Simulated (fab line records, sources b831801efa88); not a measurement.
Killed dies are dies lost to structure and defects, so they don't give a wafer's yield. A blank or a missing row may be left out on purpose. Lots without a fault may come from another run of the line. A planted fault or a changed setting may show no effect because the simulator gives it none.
Chamber matching | flow sfq_line | SFQ_TRILAYER_I4_CMP_CMP_100 on cmp-02: 4 sister chambers
The step polishes SiO2. 18 wafers are shown with their chamber, then 9 later ones without.

WAFERS WITH THEIR CHAMBER
wafer  | chamber | motor_current_A (A) | time_to_endpoint_s (s)
L106.1 | 2       | 10.5                | 223
L106.4 | 0       | 10.4                | 207
L106.5 | 2       | 10.2                | 228
L113.2 | 3       | 9.5                 | 218
L113.3 | 2       | 10.9                | 214
L113.4 | 1       | 8.1                 | 222
L114.2 | 3       | 9.9                 | 203
L114.5 | 3       | 9.3                 | 219
L114.6 | 2       | 10.5                | 212
L115.2 | 0       | 10.3                | 215
L115.4 | 1       | 8.2                 | 233
L115.5 | 0       | 10.0                | 214
L117.2 | 1       | 8.1                 | 224
L117.5 | 0       | 10.4                | 212
L117.6 | 3       | 10.0                | 215
L124.2 | 1       | 7.9                 | 222
L124.5 | 0       | 10.3                | 207
L124.6 | 3       | 10.1                | 214

SIGNATURES (means of the wafers above)
reading            | chamber 0 | chamber 1 | chamber 2 | chamber 3 | scatter within a chamber
motor_current_A    | 10.280    | 8.075     | 10.525    | 9.760     | 0.25
time_to_endpoint_s | 211.00    | 225.25    | 219.25    | 213.80    | 5.82
Rule: a wafer's distance from a chamber is the root of the sum, over the readings, of the square of ((its reading less the chamber's mean) divided by the reading's scatter). The wafer belongs to the nearest chamber; if the next one is less than 2 further off, it can't be placed. The scatter: the root of (the sum of the squares of (reading less its chamber's mean) over the shown wafers, divided by (wafers less chambers)).

WAFERS WITHOUT THEIR CHAMBER
wafer  | motor_current_A (A) | time_to_endpoint_s (s)
L125.4 | 8.4                 | 219
L125.1 | 9.4                 | 206
L125.5 | 10.6                | 203
L126.2 | 10.4                | 209
L126.4 | 8.0                 | 225
L126.6 | 8.2                 | 217
L127.1 | 10.4                | 222
L127.5 | 10.7                | 223
L127.6 | 9.1                 | 227

WHICH CHAMBER EACH WENT THROUGH
wafer  | from the rows above          | in truth
L125.4 | 1                            | 1
L125.1 | can't be placed: 3 or 0      | 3
L125.5 | can't be placed: 0 or 2 or 3 | 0
L126.2 | can't be placed: 0 or 2      | 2
L126.4 | 1                            | 1
L126.6 | 1                            | 1
L127.1 | can't be placed: 2 or 0      | 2
L127.5 | can't be placed: 2 or 0      | 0
L127.6 | can't be placed: 3 or 1 or 0 | 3
Placed correctly: 3 of 9. Can't be placed from these rows: 6 (the true chamber is among the candidates in 6). Placed wrongly: 0.
